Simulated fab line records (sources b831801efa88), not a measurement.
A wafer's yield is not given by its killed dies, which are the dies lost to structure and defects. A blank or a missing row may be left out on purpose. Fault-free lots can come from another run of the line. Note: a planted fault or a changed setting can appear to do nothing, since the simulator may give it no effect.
Chamber matching    flow sky130    cmp-01 running SKY_LI_CONTACT_CMP_02: 4 sister chambers
The step polishes PSG. 16 wafers are shown with their chamber, then 8 later ones without.

== EACH WAFER AND ITS CHAMBER ==
wafer   chamber  motor-current-A (A)  time-to-endpoint-s (s)
L827.2  1        11.9                 34.3
L827.3  3        11.3                 26.5
L827.4  0        11.5                 35.2
L828.1  1        12.6                 33.0
L828.3  0        11.5                 35.4
L828.5  0        11.2                 31.8
L834.1  1        11.2                 33.6
L834.3  2        13.4                 35.4
L834.4  3        11.0                 31.6
L842.1  0        11.2                 30.0
L842.3  2        13.4                 33.3
L842.6  1        12.5                 33.3
L843.2  0        11.0                 31.6
L843.3  1        12.6                 31.4
L843.5  0        11.1                 33.7
L847.2  3        11.3                 29.2

SIGNATURES (averages over the wafers above)
reading             chamber 0  chamber 1  chamber 2  chamber 3  scatter within a chamber
motor-current-A     11.250     12.160     13.400     11.200     0.384
time-to-endpoint-s  32.950     33.120     34.350     29.100     1.9
Rule: distance of a wafer from a chamber = root of the sum over the readings of ((wafer's reading minus chamber's mean) / reading's scatter) squared. If the next closest chamber is less than 2 further off than the closest, the wafer can't be placed; otherwise it belongs to the closest. The scatter is the square root of a quotient: the sum, over the shown wafers, of each reading's squared deviation from its chamber's mean, divided by wafers minus chambers.

== WAFERS WHOSE CHAMBER IS MISSING ==
wafer   motor-current-A (A)  time-to-endpoint-s (s)
L847.3  12.8                 31.1
L847.4  11.1                 31.0
L848.1  11.2                 28.5
L848.5  11.5                 25.7
L848.6  10.8                 27.3
L849.2  12.8                 32.6
L849.4  11.3                 31.7
L849.6  11.2                 30.1

== CHAMBER TAKEN BY EACH ==
wafer    from the rows above            in truth
L847.3   can't be placed: 1 or 2        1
L847.4   can't be placed: 3 or 0 or 1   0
L848.1   3                              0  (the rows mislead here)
L848.5   can't be placed: 3 or 0        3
L848.6   can't be placed: 3 or 0        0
L849.2   can't be placed: 1 or 2        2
L849.4   can't be placed: 0 or 3 or 1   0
L849.6   can't be placed: 3 or 0        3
Placed correctly: 0 of 8. These rows do not allow placing 7 (true chamber among the candidates in 7). 1 placed wrongly.
